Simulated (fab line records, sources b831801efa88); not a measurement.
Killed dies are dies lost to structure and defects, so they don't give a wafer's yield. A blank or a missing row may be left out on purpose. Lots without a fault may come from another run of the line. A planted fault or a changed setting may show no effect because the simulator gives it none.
Which tool did it? | flow gf180mcu | 6 lots, 18 wafers sampled, at 2 steps of a route of 602

WHAT THE GAUGES READ, wafer by wafer
GF_VT_IMPLANT_RS_MEAS_46: measures by four-point-probe.
lot  | measured     | on            | MVSD_RS (ohm/sq)
L510 | day 8 04:02  | film_metro-03 | 459.1 458.7 458.8
L512 | day 8 14:11  | film_metro-01 | 455.2 455.9 456.9
L522 | day 11 11:15 | film_metro-03 | 455.3 456.8 455.9
L524 | day 11 22:20 | film_metro-02 | 446.4 445.9 447.0
L526 | day 12 14:29 | film_metro-03 | 457.1 456.1 455.0
L528 | day 13 02:26 | film_metro-03 | 458.4 458.6 458.2

WHICH TOOL RAN EACH LOT (tool, then ch and the chambers of the sampled wafers, then the start)
lot  | GF_MVSD_IMPLANT_08
L510 | implanter-02 ch 0, day 4 23:17
L512 | implanter-03 ch 0, day 5 07:34
L522 | implanter-02 ch 0, day 7 19:36
L524 | implanter-03 ch 0, day 8 05:50
L526 | implanter-01 ch 0, day 8 18:20
L528 | implanter-02 ch 0, day 9 06:17
- GF_MVSD_IMPLANT_08

THE ANSWER, worked out from the rows above alone
Rule: what is usual is taken from the lots themselves. Put in order of their means at a reading, lots are off if they are a third of the lots or fewer, leave a main group of 4 or more, and stand apart from it by a gap of 3 or more times the standard deviation of the main group's means; of several such gaps the widest counts. A main group whose means are all the same, to the digits that the tables above print for the reading, isn't used. A lot without any number at a reading at which 4 lots or more have one is off too. The other lots that the step has rows for count as sound.
Off: L524, at GF_VT_IMPLANT_RS_MEAS_46 (MVSD_RS). The main group: mean 457.1 ohm/sq, standard deviation 1.3.
A tool fits if, at a process step before that reading, it ran every lot that is off, and no sound lot after the first of them. The gauges at GF_VT_IMPLANT_RS_MEAS_46 are tried like those tools. Can't be told from this: 2 tools fit, implanter-03 at GF_MVSD_IMPLANT_08, film_metro-02 at GF_VT_IMPLANT_RS_MEAS_46.

WHAT THE SIMULATOR HAD PUT IN
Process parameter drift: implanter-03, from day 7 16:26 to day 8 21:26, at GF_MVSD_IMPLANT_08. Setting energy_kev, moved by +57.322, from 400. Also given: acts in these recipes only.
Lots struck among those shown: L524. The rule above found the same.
